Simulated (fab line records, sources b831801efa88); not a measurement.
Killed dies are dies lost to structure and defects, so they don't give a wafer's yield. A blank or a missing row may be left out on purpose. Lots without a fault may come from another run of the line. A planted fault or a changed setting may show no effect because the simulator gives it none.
Chamber matching | flow gf180mcu | GF_V4_ETCH_16 on rie_diel-01: 4 sister chambers
The step etches BARC in N2/H2. 4 wafers are shown with their chamber, then 8 later ones without.

WAFERS WITH THEIR CHAMBER
wafer  | chamber | drypump_motor_current_A (A)
L661.2 | 3       | 5.77
L666.1 | 0       | 5.45
L666.3 | 2       | 5.54
L667.1 | 1       | 5.53

WAFERS WITHOUT THEIR CHAMBER
wafer  | drypump_motor_current_A (A)
L667.2 | 5.53
L667.3 | 5.44
L671.3 | 5.82
L671.4 | 5.52
L671.6 | 5.79
L674.1 | 5.57
L674.2 | 5.50
L674.5 | 5.48

WHICH CHAMBER EACH WENT THROUGH
wafer  | from the rows above          | in truth
L667.2 | can't be placed: 1 or 2      | 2
L667.3 | 0                            | 0
L671.3 | 3                            | 3
L671.4 | can't be placed: 1 or 2      | 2
L671.6 | 3                            | 3
L674.1 | can't be placed: 2 or 1      | 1
L674.2 | can't be placed: 1 or 2 or 0 | 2
L674.5 | can't be placed: 0 or 1 or 2 | 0
Placed correctly: 3 of 8. Can't be placed from these rows: 5 (the true chamber is among the candidates in 5). Placed wrongly: 0.
How it was worked out, from the rows above alone: a wafer's distance from a chamber is the root of the sum, over the readings, of the square of ((its reading less the chamber's mean) divided by the reading's scatter). The wafer belongs to the nearest chamber; if the next one is less than 2 further off, it can't be placed. A chamber's mean is the mean of its shown wafers. The scatter: with one shown wafer a chamber, the root of the mean of the squares of how far each hidden wafer lies from its nearest shown one.
